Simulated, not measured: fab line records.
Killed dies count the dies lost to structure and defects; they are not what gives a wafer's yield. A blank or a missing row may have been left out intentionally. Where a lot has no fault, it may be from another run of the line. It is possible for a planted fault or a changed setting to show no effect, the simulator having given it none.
The tool behind it: which one? | flow gf180mcu | 6 lots, 17 wafers sampled, at 3 steps of a route of 602

## WHAT THE GAUGES SHOWED, per wafer
GF_VT_IMPLANT_RS_MEAS_48: the measuring method here is four-point-probe.
lot  | measured     | on            | LVPWELL_RS (ohm/sq)
L326 | day 7 19:52  | film metro-01 | 1197.8 1196.4 1193.9
L329 | day 8 15:32  | film metro-01 | 1197.1 1195.2 1193.5
L331 | day 9 05:54  | film metro-01 | 1197.7 1199.6 1197.8
L335 | day 10 16:11 | film metro-03 | 1193.7 1197.3 1195.1
L338 | day 11 06:13 | film metro-03 | 1196.1 1248.2 1200.8 1246.8
L344 | day 12 22:51 | film metro-01 | 1192.7 1194.2 1196.2

## EACH LOT AND THE TOOL THAT RAN IT (in order: tool; ch and the chambers of the sampled wafers; start)
lot  | GF_LVPWELL_IMPLANT_09          | GF_VT_IMPLANT_STRIP_20
L326 | implanter-04 ch 0, day 4 01:30 | plasma asher-01 ch 0,1, day 6 10:48
L329 | implanter-04 ch 0, day 4 18:49 | plasma asher-02 ch 0,1, day 7 06:33
L331 | implanter-04 ch 0, day 5 05:42 | plasma asher-04 ch 0,1, day 7 19:36
L335 | implanter-04 ch 0, day 6 10:26 | plasma asher-01 ch 0,1, day 9 04:43
L338 | implanter-04 ch 0, day 6 22:44 | plasma asher-01 ch 0,1, day 9 17:35
L344 | implanter-01 ch 0, day 8 08:19 | plasma asher-01 ch 0,1, day 11 07:36
- GF_LVPWELL_IMPLANT_09
- GF_VT_IMPLANT_STRIP_20: strips in O2/N2.

## THE ANSWER, worked out from the rows above alone
Rule: the lots themselves supply what counts as usual. The widest of any qualifying gaps counts: lots, ordered by their means at a reading, are off when they make up no more than a third of the lots, leave a main group of 4 or more, and stand apart from it by 3 or more times the standard deviation of that group's means. Not used: any main group whose means are identical at the precision the tables above print for the reading. A lot without any number at a reading at which 4 lots or more have one is off too. All remaining lots with rows at the step are treated as sound.
Off: L338, seen at GF_VT_IMPLANT_RS_MEAS_48 (LVPWELL_RS). Mean 1195.9 ohm/sq and standard deviation 1.4 in the main group.
A tool fits if, at a process step before that reading, it ran every lot that is off, and no sound lot after the first of them. The gauges at GF_VT_IMPLANT_RS_MEAS_48 are tried like those tools. Undecided on this evidence; 2 tools fit (implanter-04 at GF_LVPWELL_IMPLANT_09, film metro-03 at GF_VT_IMPLANT_RS_MEAS_48).

## WHAT HAD BEEN PUT IN BY THE SIMULATOR
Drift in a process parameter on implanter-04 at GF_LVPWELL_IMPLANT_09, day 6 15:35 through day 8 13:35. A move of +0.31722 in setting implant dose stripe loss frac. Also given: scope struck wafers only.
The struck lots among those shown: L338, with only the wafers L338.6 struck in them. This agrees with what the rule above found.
